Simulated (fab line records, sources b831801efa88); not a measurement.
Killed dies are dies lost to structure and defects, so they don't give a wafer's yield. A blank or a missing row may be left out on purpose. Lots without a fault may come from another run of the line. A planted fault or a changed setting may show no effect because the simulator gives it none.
fab line records | flow sfq_line
record lots=6 wafers=18 last_day=77
route steps=325 shown L0@4 L0V@16 M0@28
lots that met no fault: from a run of the same line without faults
start_h: hours from the record's first day to the start of the lot's first wafer shown | wait_h: hours since the lot's step before | " the same as in the row above | L1.1+2: a row that stands for several wafers | - no value, or no start given | * or withheld: withheld | < > ~ a bound
route shown NAME@n: a module of which the file shows steps, and the number in the route of the first | usual: mean/standard deviation of fault-free wafers | same: alike in all rows | chamber/n: place in a boat | sites: the reading at each site | _std_site: their standard deviation | _edge_site: outer sites' mean less inner sites' | radius_mm: how far each site lies from the wafer's centre | mask NAME#n: copy n | behind: the tool/chamber that last shaped the wafer | hold: why the lot was held/for how many hours/how that ended | device: the transistor (n, p or np) that didn't switch | end of line: the same wafers' tests at the end of the route | a step without rows: its recipe alone | killed: dies lost to structure and defects at the first sort, not the wafer's yield | map: a wafer's dies, x killed, . not, _ none there
set.NAME: the setting as run; set.NAME@STEP: as run at that earlier step | model.NAME: the simulator's own value behind a step, which no gauge read
lots at some steps of the route; a table a step, a row a wafer
services: from which hour (start_h, from the record's first day; less than 0 if before it) a tool's chamber was out of use, for how many hours, and why
## steps
# step SFQ_L0_RS_MEAS_901
# recipe thk_meas_gauge=four-point-probe reads=MoNx_KI_of_TRILAYER_L0_DEP_SPUTTER_003
# usual L0_MONX_KI_RS=43.5/0.55
# columns lot.wafer tool chamber start_h wait_h L0_MONX_KI_RS[ohm/sq]
L602.3 film_metro-01 - 12.60 0.1 43.8
L602.4 " - " " 43.6
L602.5 " - " " 43.3
L603.1 film_metro-02 - 17.56 0.0 43.7
L603.4 " - " " 44.0
L603.5 " - " " 44.2
L613.2 film_metro-04 - 67.58 0.1 43.6
L613.4 " - " " 43.1
L613.6 " - " " 42.9
L616.2 film_metro-04 - 82.58 0.1 43.4
L616.5 " - " " 43.1
L616.6 " - " " 43.0
L619.2 film_metro-02 - 97.58 0.1 44.9
L619.5 " - " " 43.7
L619.6 " - " " 44.6
L621.1 film_metro-01 - 107.56 0.0 43.3
L621.3 " - " " 42.7
L621.5 " - " " 44.4
# step SFQ_L0_THK_MEAS_902
# recipe thk_meas_gauge=xrf reads=MoNx_KI_of_TRILAYER_L0_DEP_SPUTTER_003
# usual L0_MONX_KI_THK=39.1/0.57
# columns lot.wafer tool chamber start_h wait_h L0_MONX_KI_THK[nm]
L602.3 film_metro-01 - 12.70 0.1 38.4
L602.4 " - " " 38.6
L602.5 " - " " 38.8
L603.1 film_metro-02 - 17.68 0.1 39.0
L603.4 " - " " 38.7
L603.5 " - " " 38.7
L613.2 film_metro-04 - 67.69 0.1 39.0
L613.4 " - " " 39.5
L613.6 " - " " 39.8
L616.2 film_metro-04 - 82.69 0.1 39.3
L616.5 " - " " 39.5
L616.6 " - " " 39.6
L619.2 film_metro-02 - 97.69 0.1 37.8
L619.5 " - " " 39.0
L619.6 " - " " 38.4
L621.1 film_metro-01 - 107.68 0.1 39.2
L621.3 " - " " 39.5
L621.5 " - " " 38.1
# step SFQ_TRILAYER_L0_LITHO_COAT_010
# recipe resist=BARC spin_rpm=3000 resist_thk_nm=62
# step SFQ_TRILAYER_L0_LITHO_COAT_005
# recipe resist=KrF spin_rpm=3000 resist_thk_nm=600
# step SFQ_TRILAYER_L0_LITHO_SOFTBAKE_009
# recipe temp_c=withheld time_s=withheld resist=KrF
# step SFQ_TRILAYER_L0_LITHO_EXPOSE_006
# recipe mask_id=L0 na=0.6 source_shape=conventional sigma_outer=0.65 target_cd_nm=2000 dose_mj=14.4
# step SFQ_TRILAYER_L0_LITHO_PEB_008
# recipe peb_temp_c=115 peb_time_s=60 resist=KrF
# step SFQ_TRILAYER_L0_LITHO_DEVELOP_007
# recipe time_s=60 resist=KrF
# step SFQ_TRILAYER_L0_BARC_OPEN_METAL_ETCH_010
# recipe mask_material=PR chemistry=O2 target_depth_nm=125 target=BARC icp_w=600 bias_w=80 pressure_mtorr=10 time_s=41.7
# usual drypump_motor_current_A=6.15/0.25 he_backside_leak_sccm=3.4/0.33 oes_product_au=0.685/0.0051
# columns lot.wafer tool chamber start_h wait_h drypump_motor_current_A he_backside_leak_sccm oes_product_au rf_hours_counter_h
L602.3 rie_metal-04 1 52.09 0.1 6.06 3.6 0.680 -
L602.4 " 1 " " 6.10 3.6 0.681 -
L602.5 " 1 " " 6.09 3.7 0.679 -
L603.1 rie_metal-03 1 56.85 0.1 6.59 3.2 0.676 146
L603.4 " 0 " " 5.95 3.4 0.678 -
L603.5 " 1 " " 6.59 3.4 0.677 -
L613.2 rie_metal-03 1 108.45 0.1 6.59 3.2 0.676 156
L613.4 " 1 " " 6.63 3.3 0.684 -
L613.6 " 1 " " 6.60 3.2 0.685 -
L616.2 rie_metal-03 0 120.45 0.1 5.91 3.3 0.686 7
L616.5 " 1 " " 6.58 3.2 0.681 -
L616.6 " 0 " " 5.88 3.0 0.683 -
L619.2 rie_metal-01 0 138.46 0.1 6.24 3.5 0.693 11
L619.5 " 0 " " 6.25 3.3 0.683 -
L619.6 " 1 " " 6.36 3.4 0.677 -
L621.1 rie_metal-04 1 149.25 0.1 6.10 3.7 0.685 48
L621.3 " 1 " " 6.10 3.8 0.681 -
L621.5 " 0 " " 5.84 3.4 0.681 -
# step SFQ_TRILAYER_L0_ETCH_METAL_ETCH_008
# recipe target=MoNx_KI stop_on=SiO2 mask_material=PR chemistry=SF6/O2 target_depth_nm=50 icp_w=600 bias_w=80 pressure_mtorr=10 time_s=25
# usual drypump_motor_current_A=6.16/0.25 he_backside_leak_sccm=3.34/0.23 oes_product_au=0.873/0.0074
# columns lot.wafer tool chamber start_h wait_h drypump_motor_current_A he_backside_leak_sccm oes_product_au rf_hours_counter_h
L602.3 rie_metal-04 1 52.20 0.1 6.10 3.47 0.879 -
L602.4 " 1 " " 6.10 3.47 0.865 -
L602.5 " 1 " " 6.11 3.62 0.877 -
L603.1 rie_metal-03 1 56.91 0.0 6.60 3.19 0.866 146
L603.4 " 0 " " 5.92 3.58 0.865 -
L603.5 " 1 " " 6.57 3.22 0.873 -
L613.2 rie_metal-03 1 108.51 0.0 6.59 3.23 0.873 156
L613.4 " 1 " " 6.61 3.46 0.880 -
L613.6 " 1 " " 6.60 3.26 0.880 -
L616.2 rie_metal-03 0 120.51 0.0 5.93 3.15 0.871 7
L616.5 " 1 " " 6.59 3.14 0.882 -
L616.6 " 0 " " 5.90 3.16 0.880 -
L619.2 rie_metal-01 0 138.52 0.0 6.23 3.17 0.861 12
L619.5 " 0 " " 6.20 3.25 0.867 -
L619.6 " 1 " " 6.33 3.54 0.862 -
L621.1 rie_metal-04 1 149.31 0.0 6.08 3.54 0.874 48
L621.3 " 1 " " 6.09 3.60 0.874 -
L621.5 " 0 " " 5.83 3.09 0.865 -
# step SFQ_TRILAYER_L0_STRIP_STRIP_009
# recipe gas=O2 power_w=200 platen_temp_c=40 overash_fraction=0.65 chemistry=O2 pressure_mtorr=50
# usual drypump_motor_current_A=6.16/0.25 he_backside_leak_sccm=3.36/0.23 oes_product_au=0.989/0.01
# columns lot.wafer tool chamber start_h wait_h drypump_motor_current_A he_backside_leak_sccm oes_product_au rf_hours_counter_h
L602.3 rie_metal-04 1 52.66 0.4 6.09 3.72 0.994 -
L602.4 " 1 " " 6.08 3.73 0.982 -
L602.5 " 1 " " 6.08 3.63 0.992 -
L603.1 rie_metal-03 1 56.95 0.0 6.61 3.46 0.975 146
L603.4 " 0 " " 5.92 3.41 1.008 -
L603.5 " 1 " " 6.61 3.27 0.968 -
L613.2 rie_metal-03 1 108.55 0.0 6.61 3.19 0.995 157
L613.4 " 1 " " 6.64 3.39 0.983 -
L613.6 " 1 " " 6.63 3.08 0.985 -
L616.2 rie_metal-03 0 120.55 0.0 5.93 3.17 0.991 7
L616.5 " 1 " " 6.58 3.35 0.992 -
L616.6 " 0 " " 5.93 3.16 0.985 -
L619.2 rie_metal-01 0 138.56 0.0 6.20 3.24 0.987 12
L619.5 " 0 " " 6.22 3.08 0.980 -
L619.6 " 1 " " 6.32 3.53 0.987 -
L621.1 rie_metal-04 1 149.35 0.0 6.11 3.60 1.002 48
L621.3 " 1 " " 6.12 3.54 0.997 -
L621.5 " 0 " " 5.83 3.17 0.986 -
# step SFQ_TRILAYER_L0_STRIP_SOLV_CLEAN_010
# recipe chemistry=NMP temp_c=70 time_s=600
# step SFQ_TRILAYER_L0_CAP_PECVD_011
# recipe material=SiO2 temp_c=150 time_s=13.333 pressure_torr=2.4 rf_w=183.3 precursor=SiH4/N2O target_thk_nm=60
# usual heater_power_w=77/15 throttle_valve_pct=25.9/2
# columns lot.wafer tool chamber start_h wait_h heater_power_w throttle_valve_pct model.SiO2_of_TRILAYER_L0_CAP_PECVD_011.thk_nm
L602.3 pecvd-01 2 53.67 0.0 79 24.4 59.91
L602.4 " 2 " " 81 24.3 60.25
L602.5 " 1 " " 98 23.1 61.55
L603.1 pecvd-03 2 57.73 0.0 63 28.5 59.02
L603.4 " 1 " " 93 27.0 60.57
L603.5 " 2 " " 64 28.6 60.36
L613.2 pecvd-03 2 109.33 0.0 67 28.6 56.13
L613.4 " 1 " " 92 27.2 58.8
L613.6 " 2 " " 71 28.6 59.61
L616.2 pecvd-03 0 121.50 0.0 83 23.4 55.44
L616.5 " 2 " " 72 28.5 59.71
L616.6 " 0 " " 85 23.2 58.86
L619.2 pecvd-01 2 139.36 0.0 70 24.6 59.64
L619.5 " 1 " " 93 23.0 61.77
L619.6 " 2 " " 72 24.5 59.63
L621.1 pecvd-02 1 150.14 0.0 70 28.5 59.25
L621.3 " 1 " " 70 28.1 60.35
L621.5 " 1 " " 71 28.5 60.52
# step SFQ_TRILAYER_L0_VIA_LITHO_COAT_018
# recipe resist=BARC spin_rpm=3000 resist_thk_nm=62
# step SFQ_TRILAYER_L0_VIA_LITHO_COAT_013
# recipe resist=KrF spin_rpm=3000 resist_thk_nm=650
# step SFQ_TRILAYER_L0_VIA_LITHO_SOFTBAKE_017
# recipe temp_c=withheld time_s=withheld resist=KrF
# step SFQ_TRILAYER_L0_VIA_LITHO_EXPOSE_014
# recipe mask_id=L0V na=0.6 source_shape=conventional sigma_outer=0.65 target_cd_nm=700 dose_mj=21.3
# step SFQ_TRILAYER_L0_VIA_LITHO_PEB_016
# recipe peb_temp_c=115 peb_time_s=60 resist=KrF
# step SFQ_TRILAYER_L0_VIA_LITHO_DEVELOP_015
# recipe time_s=60 resist=KrF
# step SFQ_L0V_OVL_MEAS_903
# usual L0V_OVL=-5/5.1
# columns lot.wafer tool chamber start_h wait_h L0V_OVL[nm]
L602.3 overlay-02 - 111.67 0.1 -2
L602.4 " - " " 1
L602.5 " - " " -4
L603.1 overlay-01 - 116.46 0.1 -5
L603.4 " - " " -1
L603.5 " - " " -5
L613.2 overlay-01 - 172.19 0.1 -8
L613.4 " - " " -16
L613.6 " - " " -10
L616.2 overlay-01 - 187.68 0.1 -9
L616.5 " - " " -8
L616.6 " - " " -9
L619.2 overlay-01 - 210.48 0.1 -2
L619.5 " - " " -7
L619.6 " - " " 3
L621.1 overlay-02 - 223.47 0.1 1
L621.3 " - " " 4
L621.5 " - " " 1
# step SFQ_TRILAYER_L0_VIA_BARC_OPEN_VIA_ETCH_021
# recipe mask_material=PR chemistry=O2 target_depth_nm=125 target=BARC source_w=500 bias_w=80 pressure_mtorr=30 time_s=41.7
# usual drypump_motor_current_A=5.9/0.49 oes_product_au=0.685/0.0046
# columns lot.wafer tool chamber start_h wait_h drypump_motor_current_A oes_product_au rf_hours_counter_h
L602.3 rie_diel-04 2 111.70 0.0 6.7 0.687 6
L602.4 " 3 " " 5.8 0.686 140
L602.5 " 0 " " 6.2 0.690 -
L603.1 rie_diel-04 0 116.50 0.0 6.2 0.687 2
L603.4 " 1 " " 5.6 0.687 96
L603.5 " 0 " " 6.2 0.687 -
L613.2 rie_diel-04 2 172.22 0.0 6.7 0.687 8
L613.4 " 1 " " 5.6 0.686 -
L613.6 " 2 " " 6.7 0.678 -
L616.2 rie_diel-02 3 187.71 0.0 6.7 0.683 31
L616.5 " 3 " " 6.8 0.687 -
L616.6 " 0 " " 5.6 0.679 -
L619.2 rie_diel-02 1 210.51 0.0 5.5 0.686 5
L619.5 " 3 " " 6.8 0.684 -
L619.6 " 0 " " 5.6 0.681 -
L621.1 rie_diel-04 1 223.51 0.0 5.6 0.683 99
L621.3 " 2 " " 6.6 0.687 8
L621.5 " 3 " " 5.7 0.683 -
# step SFQ_TRILAYER_L0_VIA_ETCH_VIA_ETCH_016
# recipe target=SiO2 stop_on=MoNx_KI mask_material=PR chemistry=CHF3 target_depth_nm=80 source_w=500 bias_w=80 pressure_mtorr=30 time_s=withheld
# usual drypump_motor_current_A=5.9/0.49 oes_product_au=0.842/0.0078
# columns lot.wafer tool chamber start_h wait_h drypump_motor_current_A oes_product_au model.L0V.feature_depth_nm model.etch.depth_nm
L602.3 rie_diel-04 2 111.74 0.0 6.7 0.836 59.91 59.91
L602.4 " 3 " " 5.8 0.845 60.25 60.25
L602.5 " 0 " " 6.2 0.854 61.55 61.55
L603.1 rie_diel-04 0 116.54 0.0 6.2 0.830 59.02 59.02
L603.4 " 1 " " 5.7 0.851 60.57 60.57
L603.5 " 0 " " 6.1 0.842 60.36 60.36
L613.2 rie_diel-04 2 172.26 0.0 6.7 0.815 56.13 56.13
L613.4 " 1 " " 5.7 0.828 58.8 58.8
L613.6 " 2 " " 6.7 0.844 59.61 59.61
L616.2 rie_diel-02 3 187.75 0.0 6.8 0.817 55.44 55.44
L616.5 " 3 " " 6.8 0.837 59.71 59.71
L616.6 " 0 " " 5.6 0.836 58.86 58.86
L619.2 rie_diel-02 1 210.55 0.0 5.5 0.833 59.64 59.64
L619.5 " 3 " " 6.8 0.861 61.77 61.77
L619.6 " 0 " " 5.6 0.844 59.63 59.63
L621.1 rie_diel-04 1 223.55 0.0 5.6 0.839 59.25 59.25
L621.3 " 2 " " 6.6 0.851 60.35 60.35
L621.5 " 3 " " 5.7 0.849 60.52 60.52
# step SFQ_TRILAYER_L0_VIA_STRIP_STRIP_017
# recipe gas=O2 power_w=200 platen_temp_c=40 overash_fraction=0.65 chemistry=O2 pressure_mtorr=50
# step SFQ_TRILAYER_L0_VIA_STRIP_SOLV_CLEAN_018
# recipe chemistry=NMP temp_c=70 time_s=600
# step SFQ_TRILAYER_M0_DEP_PRE_CLEAN_020
# recipe gas=Ar time_s=15 bias_v=250
# columns lot.wafer tool chamber start_h wait_h model.SiO2_of_TRILAYER_L0_CAP_PECVD_011.thk_nm
L602.3 pvd_sputter-05 - 112.56 0.0 54.91
L602.4 " - " " 55.25
L602.5 " - " " 56.55
L603.1 pvd_sputter-05 - 117.36 0.0 54.02
L603.4 " - " " 55.57
L603.5 " - " " 55.36
L613.2 pvd_sputter-04 - 173.08 0.0 51.13
L613.4 " - " " 53.8
L613.6 " - " " 54.61
L616.2 pvd_sputter-05 - 188.57 0.0 50.44
L616.5 " - " " 54.71
L616.6 " - " " 53.86
L619.2 pvd_sputter-05 - 211.37 0.0 54.64
L619.5 " - " " 56.77
L619.6 " - " " 54.63
L621.1 pvd_sputter-06 - 224.37 0.0 54.26
L621.3 " - " " 55.35
L621.5 " - " " 55.52
# step SFQ_TRILAYER_M0_DEP_SPUTTER_019
# recipe material=Nb base_pressure_pa=1.33e-06 chamber_pressure_pa=0.1333 substrate_temp_c=20 resputter_cathode_voltage_v=400 target_thk_nm=200 power_w=2000 time_s=133.3
# usual throttle_valve_pct=29.7/0.54
# columns lot.wafer tool chamber start_h wait_h throttle_valve_pct
L602.3 pvd_sputter-05 - 112.58 0.0 29.4
L602.4 " - " " 29.8
L602.5 " - " " 29.7
L603.1 pvd_sputter-05 - 117.38 0.0 29.9
L603.4 " - " " 30.1
L603.5 " - " " 30.5
L613.2 pvd_sputter-04 - 173.10 0.0 28.6
L613.4 " - " " 30.4
L613.6 " - " " 30.5
L616.2 pvd_sputter-05 - 188.60 0.0 30.1
L616.5 " - " " 29.9
L616.6 " - " " 29.8
L619.2 pvd_sputter-05 - 211.40 0.0 29.8
L619.5 " - " " 29.9
L619.6 " - " " 30.0
L621.1 pvd_sputter-06 - 224.40 0.0 28.4
L621.3 " - " " 29.9
L621.5 " - " " 30.0
## services
# columns tool chamber start_h hours kind
pecvd-03 - 28.37 2.4 repair
pvd_sputter-05 - 33.32 2.2 repair
pvd_sputter-04 - 64.54 12.1 repair
pecvd-01 - 73.15 1.3 repair
rie_diel-02 3 74.60 5.3 repair
rie_diel-04 - 79.10 0.6 repair
pvd_sputter-04 - 84.90 5.5 repair
rie_diel-04 - 88.25 0.2 repair
pecvd-03 - 89.28 3.4 repair
rie_diel-02 1 89.40 8.8 repair
pecvd-03 0 89.85 20.3 repair
pvd_sputter-05 - 104.97 1.6 repair
rie_diel-04 2 105.77 4.6 repair
rie_metal-03 - 113.18 0.6 repair
rie_diel-04 0 130.05 2.4 repair
rie_metal-03 1 140.07 3.2 repair
rie_diel-04 3 150.65 22.2 repair
pecvd-03 - 162.05 1.8 repair
rie_diel-02 3 166.34 11.8 repair
rie_diel-04 - 172.84 0.5 repair
rie_metal-04 - 183.36 0.2 repair
pecvd-03 - 189.08 1.2 repair
pvd_sputter-05 - 213.91 6.9 repair
rie_diel-04 2 216.47 1.9 repair
## key
first_sign step=SFQ_TRILAYER_L0_VIA_ETCH_VIA_ETCH_016 reading=oes_product_au direction=down sigmas=3.3 usual=0.842 struck=0.816
effect none on later readings
model_effect step=SFQ_TRILAYER_L0_CAP_PECVD_011 value=SiO2_of_TRILAYER_L0_CAP_PECVD_011.thk_nm without=58.68 struck=55.78
model_effect step=SFQ_TRILAYER_L0_VIA_ETCH_VIA_ETCH_016 value=L0V.feature_depth_nm without=58.68 struck=55.78
model_effect step=SFQ_TRILAYER_M0_DEP_PRE_CLEAN_020 value=SiO2_of_TRILAYER_L0_CAP_PECVD_011.thk_nm without=53.68 struck=50.78
met_at SFQ_TRILAYER_L0_CAP_PECVD_011
struck_wafers L613.2,L616.2
onset_between 57.73 109.33
fault kind=process_parameter_drift tool=pecvd-03 chamber=- onset_h=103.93 steps=SFQ_TRILAYER_L0_CAP_PECVD_011 channel=target_thk_nm offset=-2.9183 shape=step end_h=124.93 scope=struck_wafers_only acts_in=these_recipes_only stated=60
